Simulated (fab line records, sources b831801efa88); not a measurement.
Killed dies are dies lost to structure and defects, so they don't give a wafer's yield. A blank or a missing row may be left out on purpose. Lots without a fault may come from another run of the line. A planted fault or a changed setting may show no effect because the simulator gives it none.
fab line records | flow sky130
record lots=6 wafers=18 last_day=50
route steps=708 shown VIA4@651 METAL5@661 PASSIVATION@681 PAD_OPEN@708
lots that met no fault: from a run of the same line without faults
start_h: hours from the record's first day to the start of the lot's first wafer shown | wait_h: hours since the lot's step before | " the same as in the row above | L1.1+2: a row that stands for several wafers | - no value, or no start given | * or withheld: withheld | < > ~ a bound
route shown NAME@n: a module of which the file shows steps, and the number in the route of the first | usual: mean/standard deviation of fault-free wafers | same: alike in all rows | chamber/n: place in a boat | sites: the reading at each site | _std_site: their standard deviation | _edge_site: outer sites' mean less inner sites' | radius_mm: how far each site lies from the wafer's centre | mask NAME#n: copy n | behind: the tool/chamber that last shaped the wafer | hold: why the lot was held/for how many hours/how that ended | device: the transistor (n, p or np) that didn't switch | end of line: the same wafers' tests at the end of the route | a step without rows: its recipe alone | killed: dies lost to structure and defects at the first sort, not the wafer's yield | map: a wafer's dies, x killed, . not, _ none there
set.NAME: the setting as run; set.NAME@STEP: as run at that earlier step | model.NAME: the simulator's own value behind a step, which no gauge read
lots at some steps of the route; a table a step, a row a wafer
services: from which hour (start_h, from the record's first day; less than 0 if before it) a tool's chamber was out of use, for how many hours, and why
## steps
# step SKY_VIA4_ETCH_12
# recipe target=SiO2 chemistry=C4F8/O2/Ar stop_on=TiN mask_material=NOVOLAK source_w=1500 bias_w=1200 pressure_mtorr=40 c4f8_flow_sccm=withheld O2_flow_sccm=6 Ar_flow_sccm=300 time_s=withheld target_depth_a=5800
# step SKY_VIA4_STRIP_13
# recipe chemistry=O2/N2 power_w=1400 pressure_mtorr=1500 platen_temp_c=withheld o2_flow_sccm=3000 n2_flow_sccm=300 overash_fraction=0.5
# usual chamber_pressure_mTorr=1500.0/1.4 drypump_motor_current_A=6.2/0.49 oes_product_au=0.709/0.0053 strip_time_to_endpoint_s=12.80/0.034
# columns lot.wafer tool chamber start_h wait_h chamber_pressure_mTorr drypump_motor_current_A oes_product_au rf_hours_counter_h strip_time_to_endpoint_s
L379.1 plasma_asher-02 1 1021.78 - 1498.8 6.0 0.713 119 12.74
L379.3 " 0 " " 1498.5 6.2 0.705 - 12.79
L379.5 " 0 " " 1500.2 6.2 0.711 - 12.78
L392.2 plasma_asher-03 1 1095.58 - 1499.4 6.3 0.714 36 12.75
L392.4 " 0 " " 1501.9 6.6 0.702 - 12.76
L392.6 " 1 " " 1501.1 6.3 0.708 - 12.75
L393.1 plasma_asher-02 1 1100.38 - 1497.3 6.0 0.715 3 12.84
L393.3 " 0 " " 1500.8 6.2 0.710 - 12.78
L393.4 " 1 " " 1503.4 6.0 0.709 - 12.80
L394.1 plasma_asher-02 0 1104.03 - 1502.7 6.2 0.707 4 12.79
L394.2 " 1 " " 1501.2 5.9 0.703 4 12.82
L394.5 " 1 " " 1500.4 6.0 0.716 - 12.76
L397.1 plasma_asher-03 0 1122.93 - 1498.5 6.6 0.717 38 12.77
L397.4 " 1 " " 1499.5 6.3 0.707 - 12.79
L397.6 " 1 " " 1498.7 6.3 0.703 - 12.80
L399.1 plasma_asher-01 0 1136.03 - 1500.0 5.0 0.710 65 12.77
L399.3 " 0 " " 1499.2 5.0 0.706 - 12.84
L399.4 " 1 " " 1500.0 6.4 0.715 - 12.79
# step SKY_VIA4_STRIP_14
# recipe chemistry=post_etch_residue_remover time_s=1200 temp_c=72.5
# step SKY_VIA4_CLEAN_15
# recipe chemistry=IPA time_s=180 temp_c=25
# step SKY_VIA4_CLEAN_16
# recipe chemistry=O3/DIW dry=n2_spin
# step SKY_VIA4_SPUTTER_17
# recipe material=TiN target_thk_nm=20 chamber_pressure_pa=5 power_w=4000 time_s=80
# usual throttle_valve_pct=29.9/0.83
# columns lot.wafer tool chamber start_h wait_h throttle_valve_pct
L379.1 pvd_sputter-02 - 1022.37 0.0 29.1
L379.3 " - " " 29.2
L379.5 " - " " 29.8
L392.2 pvd_sputter-01 - 1096.18 0.0 30.8
L392.4 " - " " 31.2
L392.6 " - " " 30.8
L393.1 pvd_sputter-02 - 1101.01 0.0 29.0
L393.3 " - " " 30.1
L393.4 " - " " 29.4
L394.1 pvd_sputter-02 - 1104.66 0.0 29.3
L394.2 " - " " 29.1
L394.5 " - " " 29.1
L397.1 pvd_sputter-01 - 1123.53 0.0 28.9
L397.4 " - " " 29.7
L397.6 " - " " 30.8
L399.1 pvd_sputter-04 - 1136.63 0.0 31.5
L399.3 " - " " 28.6
L399.4 " - " " 30.4
# step SKY_VIA4_CVD_18
# recipe material=W target_thk_nm=505 time_s=152.14 temp_c=400 pressure_torr=40
# step SKY_VIA4_RS_MEAS_19
# recipe thk_meas_gauge=four-point-probe reads=W_of_VIA4_CVD_18+TiN_of_VIA4_SPUTTER_17
# usual VIA4_W_RS=0.2261/0.0021
# columns lot.wafer tool chamber start_h wait_h VIA4_W_RS[ohm/sq]
L379.1 film_metro-02 - 1022.74 0.3 0.2270
L379.3 " - " " 0.2255
L379.5 " - " " 0.2268
L392.2 film_metro-03 - 1096.42 0.1 0.2257
L392.4 " - " " 0.2259
L392.6 " - " " 0.2228
L393.1 film_metro-03 - 1101.22 0.1 0.2269
L393.3 " - " " 0.2268
L393.4 " - " " 0.2315
L394.1 film_metro-03 - 1104.88 0.1 0.2280
L394.2 " - " " 0.2265
L394.5 " - " " 0.2287
L397.1 film_metro-03 - 1123.75 0.1 0.2248
L397.4 " - " " 0.2271
L397.6 " - " " 0.2259
L399.1 film_metro-01 - 1136.84 0.1 0.2220
L399.3 " - " " 0.2223
L399.4 " - " " 0.2241
# step SKY_VIA4_THK_MEAS_20
# recipe thk_meas_gauge=xrf reads=W_of_VIA4_CVD_18
# usual VIA4_W_THK=507/7.1
# columns lot.wafer tool chamber start_h wait_h VIA4_W_THK[nm]
L379.1 film_metro-02 - 1022.86 0.1 511
L379.3 " - " " 513
L379.5 " - " " 509
L392.2 film_metro-03 - 1096.53 0.1 503
L392.4 " - " " 504
L392.6 " - " " 507
L393.1 film_metro-03 - 1101.34 0.1 499
L393.3 " - " " 503
L393.4 " - " " 490
L394.1 film_metro-03 - 1105.00 0.1 492
L394.2 " - " " 495
L394.5 " - " " 493
L397.1 film_metro-03 - 1123.87 0.1 502
L397.4 " - " " 494
L397.6 " - " " 495
L399.1 film_metro-01 - 1136.96 0.1 519
L399.3 " - " " 520
L399.4 " - " " 512
# step SKY_VIA4_CMP_21
# recipe stop_on=SiO2 t_overpolish_s=23.17 down_force_psi=3.5 platen_rpm=60 target_thk_nm=0 pad_velocity_m_s=0.94248
# step SKY_METAL5_SPUTTER_00
# recipe material=Ti target_thk_nm=15 power_w=3000 time_s=10 chamber_pressure_pa=0.4
# usual throttle_valve_pct=30.1/1.1
# columns lot.wafer tool chamber start_h wait_h throttle_valve_pct
L379.1 pvd_sputter-03 - 1023.22 0.1 30.3
L379.3 " - " " 30.6
L379.5 " - " " 30.8
L392.2 pvd_sputter-01 - 1096.88 0.2 28.8
L392.4 " - " " 29.6
L392.6 " - " " 28.9
L393.1 pvd_sputter-01 - 1101.70 0.1 29.0
L393.3 " - " " 29.7
L393.4 " - " " 31.3
L394.1 pvd_sputter-01 - 1105.36 0.1 31.0
L394.2 " - " " 28.7
L394.5 " - " " 29.7
L397.1 pvd_sputter-03 - 1124.23 0.2 27.5
L397.4 " - " " 30.9
L397.6 " - " " 30.7
L399.1 pvd_sputter-03 - 1137.57 0.2 31.5
L399.3 " - " " 28.0
L399.4 " - " " 31.3
# step SKY_METAL5_SPUTTER_01
# recipe material=TiN target_thk_nm=20 power_w=6500 time_s=16.7 chamber_pressure_pa=0.4
# usual throttle_valve_pct=30.1/1.1
# columns lot.wafer tool chamber start_h wait_h throttle_valve_pct
L379.1 pvd_sputter-03 - 1023.24 0.0 29.9
L379.3 " - " " 30.7
L379.5 " - " " 31.0
L392.2 pvd_sputter-01 - 1096.90 0.0 28.8
L392.4 " - " " 29.6
L392.6 " - " " 28.9
L393.1 pvd_sputter-01 - 1101.72 0.0 28.8
L393.3 " - " " 29.8
L393.4 " - " " 30.9
L394.1 pvd_sputter-01 - 1105.38 0.0 31.4
L394.2 " - " " 28.9
L394.5 " - " " 29.5
L397.1 pvd_sputter-03 - 1124.25 0.0 27.8
L397.4 " - " " 31.0
L397.6 " - " " 30.8
L399.1 pvd_sputter-03 - 1137.59 0.0 31.5
L399.3 " - " " 28.0
L399.4 " - " " 31.1
# step SKY_METAL5_SPUTTER_02
# recipe material=AlCu target_thk_nm=1150 power_w=10600 time_s=61.2 chamber_pressure_pa=0.4
# usual throttle_valve_pct=30.1/1.1
# columns lot.wafer tool chamber start_h wait_h throttle_valve_pct
L379.1 pvd_sputter-03 - 1023.27 0.0 30.1
L379.3 " - " " 30.7
L379.5 " - " " 30.9
L392.2 pvd_sputter-01 - 1096.92 0.0 28.9
L392.4 " - " " 29.6
L392.6 " - " " 28.7
L393.1 pvd_sputter-01 - 1101.75 0.0 28.7
L393.3 " - " " 29.8
L393.4 " - " " 31.2
L394.1 pvd_sputter-01 - 1105.41 0.0 31.1
L394.2 " - " " 28.8
L394.5 " - " " 29.7
L397.1 pvd_sputter-03 - 1124.27 0.0 27.7
L397.4 " - " " 30.8
L397.6 " - " " 30.6
L399.1 pvd_sputter-03 - 1137.62 0.0 31.1
L399.3 " - " " 27.5
L399.4 " - " " 31.2
# step SKY_METAL5_SPUTTER_03
# recipe material=Ti target_thk_nm=5 power_w=3000 time_s=3.3 chamber_pressure_pa=0.4
# step SKY_METAL5_SPUTTER_04
# recipe material=TiN target_thk_nm=70 power_w=6500 time_s=58.3 chamber_pressure_pa=0.4
# usual throttle_valve_pct=30.1/1.1
# columns lot.wafer tool chamber start_h wait_h throttle_valve_pct
L379.1 pvd_sputter-03 - 1023.34 0.0 30.2
L379.3 " - " " 30.7
L379.5 " - " " 31.0
L392.2 pvd_sputter-01 - 1096.99 0.0 29.0
L392.4 " - " " 29.9
L392.6 " - " " 29.0
L393.1 pvd_sputter-01 - 1101.82 0.0 28.9
L393.3 " - " " 29.6
L393.4 " - " " 31.2
L394.1 pvd_sputter-01 - 1105.47 0.0 31.2
L394.2 " - " " 28.9
L394.5 " - " " 29.9
L397.1 pvd_sputter-03 - 1124.34 0.0 27.6
L397.4 " - " " 31.2
L397.6 " - " " 30.9
L399.1 pvd_sputter-03 - 1137.69 0.0 31.2
L399.3 " - " " 27.8
L399.4 " - " " 31.3
# step SKY_METAL5_RS_MEAS_05
# recipe thk_meas_gauge=four-point-probe reads=TiN_of_METAL5_SPUTTER_04+Ti_of_METAL5_SPUTTER_03+AlCu_of_METAL5_SPUTTER_02+TiN_of_METAL5_SPUTTER_01+Ti_of_METAL5_SPUTTER_00
# usual METAL5_ALCU_RS=0.0271/0.00032
# columns lot.wafer tool chamber start_h wait_h METAL5_ALCU_RS[ohm/sq]
L379.1 film_metro-02 - 1023.39 0.0 0.0269
L379.3 " - " " 0.0271
L379.5 " - " " 0.0270
L392.2 film_metro-02 - 1097.06 0.0 0.0271
L392.4 " - " " 0.0270
L392.6 " - " " 0.0271
L393.1 film_metro-04 - 1101.86 0.0 0.0267
L393.3 " - " " 0.0266
L393.4 " - " " 0.0271
L394.1 film_metro-02 - 1105.52 0.0 0.0271
L394.2 " - " " 0.0269
L394.5 " - " " 0.0269
L397.1 film_metro-03 - 1124.39 0.0 0.0273
L397.4 " - " " 0.0278
L397.6 " - " " 0.0277
L399.1 film_metro-04 - 1137.74 0.0 0.0272
L399.3 " - " " 0.0273
L399.4 " - " " 0.0272
# step SKY_METAL5_THK_MEAS_06
# recipe thk_meas_gauge=xrf reads=AlCu_of_METAL5_SPUTTER_02
# usual METAL5_ALCU_THK=1136/15
# columns lot.wafer tool chamber start_h wait_h METAL5_ALCU_THK[nm]
L379.1 film_metro-02 - 1023.51 0.1 1155
L379.3 " - " " 1143
L379.5 " - " " 1155
L392.2 film_metro-02 - 1097.17 0.1 1143
L392.4 " - " " 1151
L392.6 " - " " 1144
L393.1 film_metro-04 - 1101.98 0.1 1136
L393.3 " - " " 1142
L393.4 " - " " 1127
L394.1 film_metro-02 - 1105.64 0.1 1136
L394.2 " - " " 1154
L394.5 " - " " 1154
L397.1 film_metro-03 - 1124.51 0.1 1124
L397.4 " - " " 1110
L397.6 " - " " 1108
L399.1 film_metro-04 - 1137.86 0.1 1127
L399.3 " - " " 1112
L399.4 " - " " 1122
# step SKY_METAL5_DEHYDRATE_07
# recipe temp_c=200 time_s=60
# step SKY_METAL5_HMDS_08
# recipe prime_time_s=60 prime_temp_c=120
# step SKY_METAL5_COAT_09
# recipe resist=NOVOLAK spin_rpm=3000 resist_thk_nm=1800
# step SKY_METAL5_SOFTBAKE_10
# recipe temp_c=90 time_s=60 resist=NOVOLAK
# step SKY_METAL5_EXPOSE_11
# recipe mask_id=MM5 na=0.6 source_shape=conventional sigma_outer=0.6 polarization=unpolarized target_cd_nm=1600 dose_mj=190
# step SKY_METAL5_PEB_12
# recipe temp_c=withheld time_s=* resist=NOVOLAK
# step SKY_METAL5_DEVELOP_13
# recipe resist=NOVOLAK developer=TMAH develop_time_s=60 dev_temp_c=23
# step SKY_METAL5_DESCUM_14
# recipe chemistry=O2 source_power_w=150 bias_power_w=0 pressure_mtorr=10 temp_c=40 time_s=11
# step SKY_METAL5_METAL_ETCH_15
# recipe target_depth_a=12600 stop_on=SiO2 over_etch_frac=0.2 time_s=252 chemistry=Cl2/BCl3 resist_sidewall_deg=86 pressure_mtorr=10 icp_w=900 bias_w=48.5 Cl2_flow_sccm=60 bcl3_flow_sccm=30
# step SKY_METAL5_STRIP_16
# recipe chemistry=O2/N2 power_w=1400 pressure_mtorr=1500 platen_temp_c=withheld o2_flow_sccm=3000 n2_flow_sccm=300 overash_fraction=0.5
# step SKY_METAL5_STRIP_17
# recipe chemistry=post_etch_residue_remover time_s=1200 temp_c=72.5
# step SKY_METAL5_CLEAN_18
# recipe chemistry=IPA time_s=180 temp_c=25
# step SKY_METAL5_CLEAN_19
# recipe chemistry=O3/DIW dry=n2_spin
# step SKY_PASSIVATION_CVD_00
# recipe material=SiO2 target_thk_nm=90 temp_c=400 time_s=withheld rf_w=600
# step SKY_PASSIVATION_THK_MEAS_01
# recipe reads=SiO2_of_PASSIVATION_CVD_00
# usual PASSIVATION_CVD_00_THK=89.9/1.2
# columns lot.wafer tool chamber start_h wait_h PASSIVATION_CVD_00_THK[nm]
L379.1 film_metro-01 - 1046.90 - 89.9
L379.3 " - " " 88.7
L379.5 " - " " 89.1
L392.2 film_metro-01 - 1117.69 - 89.7
L392.4 " - " " 90.5
L392.6 " - " " 90.4
L393.1 film_metro-01 - 1122.55 - 89.7
L393.3 " - " " 90.4
L393.4 " - " " 91.2
L394.1 film_metro-04 - 1126.54 - 89.6
L394.2 " - " " 90.6
L394.5 " - " " 90.5
L397.1 film_metro-02 - 1143.80 - 87.6
L397.4 " - " " 90.3
L397.6 " - " " 91.1
L399.1 film_metro-02 - 1156.38 - 90.1
L399.3 " - " " 89.4
L399.4 " - " " 90.8
# step SKY_PASSIVATION_CVD_02
# recipe material=Si3N4 target_thk_nm=540 temp_c=400 time_s=withheld rf_w=441.5
# step SKY_PASSIVATION_THK_MEAS_03
# recipe reads=Si3N4_of_PASSIVATION_CVD_02
# usual PASSIVATION_CVD_02_THK=539/6.6
# columns lot.wafer tool chamber start_h wait_h PASSIVATION_CVD_02_THK[nm]
L379.1 film_metro-04 - 1047.18 - 537
L379.3 " - " " 529
L379.5 " - " " 535
L392.2 film_metro-04 - 1117.98 - 524
L392.4 " - " " 542
L392.6 " - " " 545
L393.1 film_metro-04 - 1122.84 - 537
L393.3 " - " " 542
L393.4 " - " " 547
L394.1 film_metro-02 - 1126.83 - 531
L394.2 " - " " 532
L394.5 " - " " 535
L397.1 film_metro-04 - 1144.09 - 527
L397.4 " - " " 545
L397.6 " - " " 535
L399.1 film_metro-01 - 1156.67 - 530
L399.3 " - " " 541
L399.4 " - " " 544
# step SKY_PASSIVATION_DEHYDRATE_04
# recipe temp_c=200 time_s=60
# step SKY_PASSIVATION_HMDS_05
# recipe prime_time_s=60 prime_temp_c=120
# step SKY_PASSIVATION_COAT_06
# recipe spin_rpm=2000 resist_thk_nm=3000
# step SKY_PASSIVATION_SOFTBAKE_07
# recipe temp_c=110 time_s=withheld
# step SKY_PASSIVATION_EXPOSE_08
# recipe mask_id=NSM target_cd_nm=3000 na=0.57 dose_mj=260
# step SKY_PASSIVATION_PEB_09
# recipe temp_c=115 time_s=withheld
# step SKY_PASSIVATION_DEVELOP_10
# recipe develop_time_s=60 dev_temp_c=23
# step SKY_PASSIVATION_ETCH_11
# recipe chemistry=CF4/O2 target_depth_nm=725 stop_on=AlCu source_w=800 bias_w=151.8 pressure_mtorr=150 cf4_flow_sccm=80 O2_flow_sccm=10 time_s=161.1
# step SKY_PAD_OPEN_PROBE_99
# usual defect_limited_yield=82.4/2 killed_at_M0_to_M3=44/7.1 killed_at_M4_up=3/1.6 killed_at_contacts=24/5.4 killed_at_front_end=15/4.7 killed_at_other=0.3/0.51 killed_dies=87/9.9 killed_on_rim=17/4 killed_open=48/7.6 killed_short=39/6.3 sort_bin_3_pad_short=0.9/0.39 sort_bin_5_function=10.5/1.6 sort_bin_6_memory=6.3/1.1 sort_n_pass=405/9.9 sort_yield_pct=82.4/2
# same gross_dies=492 killed_at_back_side=0 sort_bin_4_leakage[%]=0 sort_bin_8_speed[%]=0
# columns lot.wafer tool chamber start_h wait_h defect_limited_yield[%] killed_at_M0_to_M3 killed_at_M4_up killed_at_contacts killed_at_front_end killed_at_other killed_dies killed_on_rim killed_open killed_short sort_bin_3_pad_short[%] sort_bin_5_function[%] sort_bin_6_memory[%] sort_n_pass sort_yield_pct[%] model.etest.tester.sort_n_pass model.etest.tester.sort_yield_pct model.etest.tester.sort_bin_5_pct model.etest.tester.sort_bin_3_pct
L379.1 prober-01 - 1092.58 0.1 83.5 45 2 21 13 0 81 16 41 40 1.6 9.8 5.1 411 83.5 411 83.54 9.756 1.626
L379.3 prober-01 - 1092.68 0.2 82.9 44 3 23 13 1 84 13 43 41 0.8 10.0 6.3 408 82.9 408 82.93 9.959 0.813
L379.5 prober-01 - 1092.78 0.2 83.1 44 3 29 7 0 83 20 44 39 0.4 8.9 7.5 409 83.1 409 83.13 8.943 0.4065
L392.2 prober-02 - 1158.08 0.1 78.5 46 4 37 18 1 106 21 60 46 1.2 12.2 8.1 386 78.5 386 78.46 12.2 1.22
L392.4 prober-02 - 1158.18 0.2 85.6 28 2 21 20 0 71 15 41 30 0.4 8.9 5.1 421 85.6 421 85.57 8.943 0.4065
L392.6 prober-02 - 1158.28 0.2 81.7 51 3 26 10 0 90 18 42 48 0.8 10.4 7.1 402 81.7 402 81.71 10.37 0.813
L393.1 prober-01 - 1162.33 0.1 76.2 55 18 25 19 0 117 27 52 47 2.4 13.8 7.5 375 76.2 375 76.22 13.82 2.439
L393.3 prober-01 - 1162.43 0.2 75.6 41 51 16 12 0 120 21 47 25 3.3 14.8 6.3 372 75.6 372 75.61 14.84 3.252
L393.4 prober-01 - 1162.48 0.2 76.0 42 48 21 7 0 118 25 46 27 2.0 14.8 7.1 374 76.0 374 76.02 14.84 2.033
L394.1 prober-02 - 1165.20 0.1 72.0 45 49 22 22 0 138 27 55 38 2.8 16.9 8.3 354 72.0 354 71.95 16.87 2.846
L394.2 prober-02 - 1165.25 0.1 78.0 50 24 19 15 0 108 24 45 45 1.8 12.0 8.1 384 78.0 384 78.05 11.99 1.829
L394.5 prober-02 - 1165.40 0.2 78.0 30 53 20 5 0 108 14 29 31 3.0 13.2 5.7 384 78.0 384 78.05 13.21 3.049
L397.1 prober-01 - 1180.69 0.1 82.3 36 5 25 20 1 87 17 50 37 0.6 9.8 7.3 405 82.3 405 82.32 9.756 0.6098
L397.4 prober-01 - 1180.84 0.2 81.1 39 3 28 23 0 93 19 50 43 1.2 12.6 5.1 399 81.1 399 81.1 12.6 1.22
L397.6 prober-01 - 1180.94 0.2 80.9 40 4 32 18 0 94 19 52 42 0.6 10.6 7.9 398 80.9 398 80.89 10.57 0.6098
L399.1 prober-01 - 1191.49 0.1 84.8 38 5 18 14 0 75 15 42 33 1.4 8.1 5.7 417 84.8 417 84.76 8.13 1.423
L399.3 prober-01 - 1191.59 0.2 83.9 48 5 17 9 0 79 17 44 35 0.6 9.8 5.7 413 83.9 413 83.94 9.756 0.6098
L399.4 prober-01 - 1191.64 0.2 84.6 35 3 27 11 0 76 16 43 33 0.4 7.5 7.5 416 84.6 416 84.55 7.52 0.4065
# killed by level:class
L379.1 VIA1:geometric_particle:short=11 VIA1:geometric_particle:open=7 LI_CONTACT:geometric_particle:open=7 CONTACT:geometric_particle:open=6 VIA3:geometric_particle:open=6 METAL2:geometric_particle:short=5 VIA2:geometric_particle:open=5 VIA2:geometric_particle:short=5
L379.3 CONTACT:geometric_particle:open=9 VIA1:geometric_particle:open=8 VIA3:geometric_particle:open=7 VIA1:geometric_particle:short=7 METAL1:geometric_particle:short=6 CONTACT:geometric_particle:short=6 VIA2:geometric_particle:open=6 LI_CONTACT:geometric_particle:open=4
L379.5 CONTACT:geometric_particle:open=10 VIA1:geometric_particle:open=9 VIA3:geometric_particle:open=7 LOCAL_INTERCONNECT:geometric_particle:short=6 METAL2:geometric_particle:short=6 VIA2:geometric_particle:open=6 CONTACT:geometric_particle:short=5 METAL1:geometric_particle:short=5
L392.2 CONTACT:geometric_particle:open=13 VIA3:geometric_particle:open=9 LI_CONTACT:geometric_particle:open=9 LOCAL_INTERCONNECT:geometric_particle:short=7 METAL1:geometric_particle:short=7 VIA1:geometric_particle:open=7 VIA1:geometric_particle:short=6 VIA2:geometric_particle:open=6
L392.4 CONTACT:geometric_particle:open=9 FIELD_ISO:geometric_particle:open=7 VIA2:geometric_particle:open=7 VIA3:geometric_particle:open=5 POLY_GATE:geometric_particle:short=4 LI_CONTACT:geometric_particle:open=4 POLY_GATE:geometric_particle:open=3 SPACER:geometric_particle:short=3
L392.6 METAL1:geometric_particle:short=11 VIA1:geometric_particle:open=9 VIA3:geometric_particle:open=9 CONTACT:geometric_particle:open=8 VIA3:geometric_particle:short=6 CONTACT:geometric_particle:short=5 LI_CONTACT:geometric_particle:open=5 LI_CONTACT:geometric_particle:short=4
L393.1 METAL5:unspecified=18 CONTACT:geometric_particle:open=12 VIA3:geometric_particle:open=12 VIA1:geometric_particle:open=10 METAL2:geometric_particle:short=7 METAL1:geometric_particle:short=5 VIA3:geometric_particle:short=5 METAL3:geometric_particle:short=5
L393.3 METAL5:unspecified=48 VIA1:geometric_particle:open=12 CONTACT:geometric_particle:open=7 VIA3:geometric_particle:open=6 VIA2:geometric_particle:open=6 FIELD_ISO:geometric_particle:open=4 METAL2:geometric_particle:short=4 VIA2:geometric_particle:short=4
L393.4 METAL5:unspecified=45 VIA1:geometric_particle:open=13 LI_CONTACT:geometric_particle:open=7 CONTACT:geometric_particle:open=7 VIA2:geometric_particle:open=5 VIA1:geometric_particle:short=4 VIA2:geometric_particle:short=4 POLY_GATE:geometric_particle:open=3
L394.1 METAL5:unspecified=45 VIA1:geometric_particle:open=11 VIA2:geometric_particle:open=10 CONTACT:geometric_particle:open=9 FIELD_ISO:geometric_particle:open=8 VIA1:geometric_particle:short=6 LI_CONTACT:geometric_particle:open=5 POLY_GATE:geometric_particle:short=5
L394.2 METAL5:unspecified=18 VIA1:geometric_particle:open=9 METAL1:geometric_particle:short=9 VIA2:geometric_particle:open=8 FIELD_ISO:geometric_particle:open=7 CONTACT:geometric_particle:open=7 METAL2:geometric_particle:short=6 METAL4:geometric_particle:short=6
L394.5 METAL5:unspecified=48 CONTACT:geometric_particle:open=8 LI_CONTACT:geometric_particle:open=6 METAL2:geometric_particle:short=6 VIA3:geometric_particle:short=5 METAL4:geometric_particle:short=5 POLY_GATE:geometric_particle:open=3 VIA1:geometric_particle:open=3
L397.1 LI_CONTACT:geometric_particle:open=8 VIA1:geometric_particle:open=8 FIELD_ISO:geometric_particle:open=7 LOCAL_INTERCONNECT:geometric_particle:short=7 CONTACT:geometric_particle:open=6 POLY_GATE:geometric_particle:short=5 VIA3:geometric_particle:open=5 METAL2:geometric_particle:short=4
L397.4 VIA1:geometric_particle:open=12 LI_CONTACT:geometric_particle:open=9 CONTACT:geometric_particle:open=8 FIELD_ISO:geometric_particle:open=6 POLY_GATE:geometric_particle:short=5 CONTACT:geometric_particle:short=5 VIA1:geometric_particle:short=5 METAL2:geometric_particle:short=4
L397.6 LI_CONTACT:geometric_particle:open=11 VIA1:geometric_particle:open=11 METAL1:geometric_particle:short=7 VIA2:geometric_particle:open=7 POLY_GATE:geometric_particle:open=6 CONTACT:geometric_particle:short=6 CONTACT:geometric_particle:open=6 LOCAL_INTERCONNECT:geometric_particle:short=5
L399.1 VIA1:geometric_particle:open=16 LI_CONTACT:geometric_particle:open=10 METAL1:geometric_particle:short=6 FIELD_ISO:geometric_particle:open=5 METAL4:geometric_particle:short=5 FIELD_ISO:geometric_particle:short=4 POLY_GATE:geometric_particle:open=3 CONTACT:geometric_particle:open=3
L399.3 VIA1:geometric_particle:open=11 LI_CONTACT:geometric_particle:open=7 METAL1:geometric_particle:short=7 VIA1:geometric_particle:short=7 CONTACT:geometric_particle:open=6 VIA2:geometric_particle:open=6 METAL2:geometric_particle:short=5 VIA3:geometric_particle:open=4
L399.4 CONTACT:geometric_particle:open=10 LI_CONTACT:geometric_particle:open=7 VIA1:geometric_particle:open=7 CONTACT:geometric_particle:short=6 VIA3:geometric_particle:open=5 METAL3:geometric_particle:short=5 VIA2:geometric_particle:open=4 FIELD_ISO:geometric_particle:short=3
# map L393.3 (x killed, . not)
__________......x..._________
________.............._______
______x...xx..........x._____
_____.......x.......x.xxx____
____..xx.x.......xx.x.x.xx___
___.x....x.........xxxxxxxx__
__...x.......x..x...xxxxxxxx_
_..x......x.x.x...xxxxxxxxx..
_..................xxxxxxx..x
_....x.x....xxx.....xxx.x.xx.
_....x..x.........x..xxxxx...
_..........x...x..........xx.
_....................x..x....
_...x......x......x..x......x
_..x...x....x.x.x.x..........
__..........x..x......x...x._
___...xx........x.........x__
____..x.....x.......x.....___
_____....x...........x.x.____
______......xx.......x.x_____
________..x.x.xx......_______
__________.......x.._________
# map L394.1 (x killed, . not)
__________..x.x.x..._________
________..x...x......._______
______...x...xxxx..x...._____
_____x...x..x....x......x____
____.x.....x....x.xx...xx.___
___.........x..x.x.........__
__......x.x...x.........x..x_
_.x...x...xxx..x.x....xx.....
_......x.x..xx......x........
_.xxxxx.......xx..........x..
_xxxxxxx.x..x..x.............
_xxxxxxx..........x.....x..x.
_xxxxxxx.x..x................
_xxxxxxx..........x......x...
_xxxxxxxx......x.xxxx....x.x.
__xxx.xx...................._
___xx.x...x..x.........x...__
____...x.....xx.x.x.x...xx___
_____.......x..x.xx......____
______x.x.x......xx...x._____
________..x.x.x......._______
__________.........._________
## services
# columns tool chamber start_h hours kind
pvd_sputter-04 1 1015.22 - consumable_replace:kit
pvd_sputter-04 1 1015.22 18.0 scheduled_down
pvd_sputter-04 1 1015.22 18.0 vent_cycle
plasma_asher-02 - 1055.25 9.0 pm
plasma_asher-02 0 1055.25 9.0 vent_cycle
plasma_asher-02 1 1055.25 9.0 vent_cycle
plasma_asher-02 0 1064.25 - clean
plasma_asher-02 1 1064.25 - clean
pvd_sputter-02 2 1073.05 - consumable_replace:kit
pvd_sputter-02 2 1073.05 18.0 scheduled_down
pvd_sputter-02 2 1073.05 18.0 vent_cycle
plasma_asher-02 - 1080.87 0.6 repair
pvd_sputter-01 - 1087.77 1.4 repair
pvd_sputter-03 1 1091.42 - consumable_replace:kit
pvd_sputter-03 1 1091.42 18.0 scheduled_down
pvd_sputter-03 1 1091.42 18.0 vent_cycle
pvd_sputter-01 3 1097.75 - consumable_replace:kit
pvd_sputter-01 3 1097.75 18.0 scheduled_down
pvd_sputter-01 3 1097.75 18.0 vent_cycle
pvd_sputter-03 0 1135.93 - consumable_replace:kit
pvd_sputter-03 0 1135.93 18.0 scheduled_down
pvd_sputter-03 0 1135.93 18.0 vent_cycle
## key
first_sign step=SKY_PAD_OPEN_PROBE_99 reading=killed_at_M4_up direction=up sigmas=23 usual=3 struck=40.5
effect step=SKY_PAD_OPEN_PROBE_99 reading=sort_bin_3_pad_short direction=up sigmas=4.4 usual=0.9 struck=2.6 wafers_moved=5
model_effect step=SKY_PAD_OPEN_PROBE_99 value=etest.tester.sort_n_pass without=404.8 struck=373.8
met_at SKY_METAL5_SPUTTER_02
struck_wafers L393.1,L393.3,L393.4,L394.1,L394.2,L394.5
onset_between 1096.92 1101.75
also_fits SKY_VIA4_STRIP_13:plasma_asher-02,SKY_VIA4_SPUTTER_17:pvd_sputter-02,SKY_METAL5_SPUTTER_00:pvd_sputter-01,SKY_METAL5_SPUTTER_01:pvd_sputter-01
fault kind=chamber_particle_source tool=pvd_sputter-01 chamber=- onset_h=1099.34 steps=SKY_METAL5_SPUTTER_02 rate_per_visit_cm2=0.77239 end_h=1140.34
